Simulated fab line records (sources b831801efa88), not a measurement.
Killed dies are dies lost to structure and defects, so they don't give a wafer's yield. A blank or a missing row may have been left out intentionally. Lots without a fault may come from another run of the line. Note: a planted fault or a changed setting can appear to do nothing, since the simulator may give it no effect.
Which tool is to blame? || flow gf180mcu || 14 lots, 42 wafers sampled, at 1 step of a route of 602

## WHAT THE GAUGES READ, wafer by wafer
GF_SAB_CD_MEAS_09 targets a cd of 420 nm.
{"lot": "L215", "measured": "day 15 08:32", "on": "cd sem-02", "cd nm (nm)": "422.5 421.5 421.9"}
{"lot": "L216", "measured": "day 15 19:08", "on": "cd sem-02", "cd nm (nm)": "419.0 418.6 418.0"}
{"lot": "L219", "measured": "day 16 23:40", "on": "cd sem-02", "cd nm (nm)": "419.7 418.3 419.4"}
{"lot": "L220", "measured": "day 17 07:50", "on": "cd sem-02", "cd nm (nm)": "420.0 421.0 419.7"}
{"lot": "L222", "measured": "day 17 15:50", "on": "cd sem-01", "cd nm (nm)": "421.3 420.0 420.0"}
{"lot": "L223", "measured": "day 18 07:51", "on": "cd sem-01", "cd nm (nm)": "417.9 419.8 419.2"}
{"lot": "L225", "measured": "day 19 01:05", "on": "cd sem-01", "cd nm (nm)": "422.9 423.8 422.8"}
{"lot": "L226", "measured": "day 19 09:30", "on": "cd sem-02", "cd nm (nm)": "417.8 418.0 416.9"}
{"lot": "L227", "measured": "day 19 13:37", "on": "cd sem-01", "cd nm (nm)": "420.2 417.4 419.4"}
{"lot": "L230", "measured": "day 20 15:53", "on": "cd sem-01", "cd nm (nm)": "420.1 419.1 418.0"}
{"lot": "L231", "measured": "day 20 23:16", "on": "cd sem-01", "cd nm (nm)": "414.6 414.4 416.9"}
{"lot": "L232", "measured": "day 21 10:07", "on": "cd sem-02", "cd nm (nm)": "421.4 423.4 421.7"}
{"lot": "L237", "measured": "day 22 20:46", "on": "cd sem-02", "cd nm (nm)": "419.9 423.0 422.0"}
{"lot": "L238", "measured": "day 23 04:23", "on": "cd sem-01", "cd nm (nm)": "423.0 421.9 423.4"}

## TOOL THAT RAN EACH LOT (tool first, then ch and the chambers of the sampled wafers, then the start)
There is no process step in the record ahead of these readings.

## WHAT THE TOOLS THEMSELVES READ (means of the sampled wafers that have a number; where no wafer has one, the mark that the record gives instead)
The record holds no such reading with a usual standard deviation.

## THE ANSWER, worked out from the rows above alone
Rule: usual is defined by the lots themselves. Put in order of their means at a reading, lots are off if they are a third of the lots or fewer, leave a main group of 4 or more, and stand apart from it by a gap of 3 or more times the standard deviation of the main group's means; of several such gaps the widest counts. Not used: any main group whose means are identical at the precision the tables above print for the reading. Also off: a lot with no number at a reading for which 4 or more lots have one. Where the step has rows for the other lots, those lots are counted as sound. The gauges are gone through in route order, then the tools' own readings, and for those a lot's mean is taken as printed above. The first step at which some lot is off is used, and at that step the reading that is off furthest; a lot without a number counts as furthest.
Nothing can be told from this: no lot is off at any reading shown.

## WHAT THE SIMULATOR PUT IN
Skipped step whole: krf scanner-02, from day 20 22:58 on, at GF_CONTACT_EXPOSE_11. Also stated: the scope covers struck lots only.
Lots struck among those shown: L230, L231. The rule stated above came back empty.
